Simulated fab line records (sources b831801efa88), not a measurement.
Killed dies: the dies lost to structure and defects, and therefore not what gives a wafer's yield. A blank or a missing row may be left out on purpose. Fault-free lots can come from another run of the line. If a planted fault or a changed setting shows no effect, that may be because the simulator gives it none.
What tool caused it?    flow gf180mcu    Sampling: 13 lots, 39 wafers, 6 of 602 route steps

WHAT THE GAUGES SHOWED, per wafer
GF_CONTACT_RS_MEAS_25: measures by four-point-probe. Usual: CONTACT_W_RS typically reads 0.379 ohm/sq, with standard deviation 0.0048.
lot   measured      on            CONTACT_W_RS (ohm/sq)  flag
L394  day 17 02:32  filmMetro-02  0.369 0.382 0.385      
L395  day 17 05:33  filmMetro-03  0.379 0.371 0.377      
L396  day 18 04:09  filmMetro-03  0.380 0.381 0.382      
L398  day 18 09:03  filmMetro-04  0.384 0.381 0.384      
L399  day 18 18:34  filmMetro-04  0.382 0.384 0.384      
L401  day 19 20:01  filmMetro-02  0.383 0.374 0.380      
L403  day 20 13:18  filmMetro-04  0.381 0.444 0.382      OFF
L404  day 20 15:51  filmMetro-03  0.385 0.442 0.384      OFF
L405  day 21 07:59  filmMetro-02  0.387 0.383 0.385      
L407  day 22 02:05  filmMetro-04  0.376 0.378 0.380      
L413  day 23 17:14  filmMetro-04  0.376 0.376 0.375      
L414  day 24 03:13  filmMetro-04  0.386 0.381 0.380      
L415  day 24 07:09  filmMetro-02  0.389 0.374 0.379      

GF_CONTACT_THK_MEAS_26: measures by xrf. Usual: CONTACT_W_THK typically reads 308 nm, with standard deviation 4.3.
lot   measured      on            CONTACT_W_THK (nm)  flag
L394  day 17 02:38  filmMetro-02  317 304 303         
L395  day 17 05:40  filmMetro-03  305 312 305         
L396  day 18 04:16  filmMetro-03  303 305 307         
L398  day 18 09:10  filmMetro-04  305 307 306         
L399  day 18 18:40  filmMetro-04  307 306 307         
L401  day 19 20:08  filmMetro-02  307 315 307         
L403  day 20 13:24  filmMetro-04  307 263 306         OFF
L404  day 20 15:58  filmMetro-03  305 265 305         OFF
L405  day 21 08:06  filmMetro-02  299 301 300         
L407  day 22 02:11  filmMetro-04  311 310 310         
L413  day 23 17:20  filmMetro-04  314 313 313         
L414  day 24 03:19  filmMetro-04  302 306 308         
L415  day 24 07:16  filmMetro-02  299 314 307         

GF_V1_BOW_MEAS_05. Usual: V1_BOW typically reads 82 um, with standard deviation 7.5.
lot   measured      on            V1_BOW (um)  flag
L394  day 18 03:50  filmMetro-03  68 72 78     
L395  day 18 06:53  filmMetro-04  82 86 89     
L396  day 19 06:48  filmMetro-03  90 78 84     
L398  day 19 11:40  filmMetro-04  83 76 78     
L399  day 19 20:15  filmMetro-04  81 77 78     
L401  day 20 22:51  filmMetro-01  84 78 77     
L403  day 21 15:45  filmMetro-03  77 80 85     
L404  day 21 17:58  filmMetro-03  80 70 75     
L405  day 22 09:50  filmMetro-01  84 76 81     
L407  day 23 03:17  filmMetro-03  90 92 85     
L413  day 24 17:35  filmMetro-01  70 80 72     
L414  day 25 03:26  filmMetro-04  84 89 91     
L415  day 25 07:04  filmMetro-03  89 76 73     

EACH LOT AND THE TOOL THAT RAN IT (in order: tool; ch and the chambers of the sampled wafers; start)
lot   GF_CONTACT_CVD_24             GF_M1_SPUTTER_02             GF_V1_CMP_04
L394  cvdW-01 ch 0,1, day 17 02:25  pvdSputter-01, day 17 03:16  cmp-02 ch 0,1,2, day 18 03:32
L395  cvdW-02 ch 0,1, day 17 05:27  pvdSputter-03, day 17 06:21  cmp-02 ch 1,3, day 18 06:38
L396  cvdW-02 ch 0,1, day 18 04:03  pvdSputter-04, day 18 04:46  cmp-02 ch 0,1,2, day 19 06:30
L398  cvdW-02 ch 1, day 18 08:56    pvdSputter-04, day 18 09:38  cmp-01 ch 0,2,3, day 19 11:23
L399  cvdW-02 ch 1, day 18 18:26    pvdSputter-03, day 18 19:09  cmp-01 ch 0,1,3, day 19 20:02
L401  cvdW-01 ch 0,1, day 19 19:55  pvdSputter-04, day 19 20:38  cmp-02 ch 0,2, day 20 22:36
L403  cvdW-01 ch 0,1, day 20 13:11  pvdSputter-03, day 20 13:52  cmp-02 ch 0,1,3, day 21 15:28
L404  cvdW-01 ch 0,1, day 20 15:45  pvdSputter-01, day 20 16:28  cmp-01 ch 0,1,2, day 21 17:46
L405  cvdW-02 ch 0,1, day 21 07:53  pvdSputter-04, day 21 08:35  cmp-02 ch 0,2,3, day 22 09:35
L407  cvdW-02 ch 0,1, day 22 01:58  pvdSputter-01, day 22 02:40  cmp-02 ch 1,2, day 23 02:58
L413  cvdW-02 ch 0,1, day 23 17:07  pvdSputter-03, day 23 17:49  cmp-01 ch 0,2,3, day 24 17:16
L414  cvdW-02 ch 0,1, day 24 03:05  pvdSputter-01, day 24 03:54  cmp-01 ch 0,2,3, day 25 03:07
L415  cvdW-01 ch 0,1, day 24 07:02  pvdSputter-04, day 24 07:44  cmp-01 ch 1,2,3, day 25 06:53
- GF_CONTACT_CVD_24: deposits W, target thk 300 nm, time 90.339 s.
- GF_M1_SPUTTER_02: material AlCu, target thk 450 nm, time 23.9 s.
- GF_V1_CMP_04: polishes SiO2.

AS READ BY THE TOOLS THEMSELVES (means over the sampled wafers that have a number; for cases with no such wafer, the mark the record gives instead)
GF_CONTACT_CVD_24. Usual: heaterPowerW 881 W, standard deviation 63; susceptorTempC 400.04 C, standard deviation 0.21.
lot   tool     heaterPowerW (W)  susceptorTempC (C)  flag
L394  cvdW-01  870               400.00              
L395  cvdW-02  878               399.93              
L396  cvdW-02  892               400.00              
L398  cvdW-02  779               400.17              
L399  cvdW-02  789               400.03              
L401  cvdW-01  895               399.81              
L403  cvdW-01  864               397.17              OFF
L404  cvdW-01  866               397.33              OFF
L405  cvdW-02  878               400.16              
L407  cvdW-02  840               399.77              
L413  cvdW-02  838               400.11              
L414  cvdW-02  849               400.09              
L415  cvdW-01  900               399.93              

GF_M1_SPUTTER_02. Usual: throttleValvePct at 29.8 %, with a standard deviation of 0.89.
lot   tool           throttleValvePct (%)  flag
L394  pvdSputter-01  30.9                  
L395  pvdSputter-03  29.9                  
L396  pvdSputter-04  28.9                  
L398  pvdSputter-04  29.3                  
L399  pvdSputter-03  30.0                  
L401  pvdSputter-04  29.1                  
L403  pvdSputter-03  29.2                  
L404  pvdSputter-01  30.6                  
L405  pvdSputter-04  29.4                  
L407  pvdSputter-01  30.0                  
L413  pvdSputter-03  30.4                  
L414  pvdSputter-01  30.3                  
L415  pvdSputter-04  29.0                  

GF_V1_CMP_04. Usual: motorCurrentA 12.5 A, standard deviation 0.96; timeToEndpointS 79 s, standard deviation 6.8.
lot   tool    motorCurrentA (A)  timeToEndpointS (s)  flag
L394  cmp-02  11.9               78                   
L395  cmp-02  13.2               75                   
L396  cmp-02  12.2               74                   
L398  cmp-01  13.5               82                   
L399  cmp-01  12.8               84                   
L401  cmp-02  11.4               76                   
L403  cmp-02  12.6               74                   
L404  cmp-01  12.9               87                   
L405  cmp-02  12.0               72                   
L407  cmp-02  13.3               89                   
L413  cmp-01  13.2               83                   
L414  cmp-01  13.5               77                   
L415  cmp-01  12.6               76                   

THE ANSWER, worked out from the rows above alone
Rule: a lot counts as off when the mean over its wafers that have a number is more than 3 standard deviations away from the usual mean. A lot without any number at a reading at which 4 lots or more have one is off too. All remaining lots with rows at the step are treated as sound. First the gauges in route order, then the tools' own readings, where a lot's mean is used as printed above. The first step at which some lot is off is used, and at that step the reading that is off furthest; a lot without a number counts as furthest.
Off: L403, L404, seen at GF_CONTACT_RS_MEAS_25 (CONTACT_W_RS).
A tool fits if, at a process step before that reading, it ran every lot that is off, and no sound lot after the first of them. Not tried: the gauges at GF_CONTACT_RS_MEAS_25; whatever is off there is also off at GF_CONTACT_CVD_24, on other tools, and gauge error can't account for it. No candidate that was tried fits.

WHAT WAS PUT IN BY THE SIMULATOR
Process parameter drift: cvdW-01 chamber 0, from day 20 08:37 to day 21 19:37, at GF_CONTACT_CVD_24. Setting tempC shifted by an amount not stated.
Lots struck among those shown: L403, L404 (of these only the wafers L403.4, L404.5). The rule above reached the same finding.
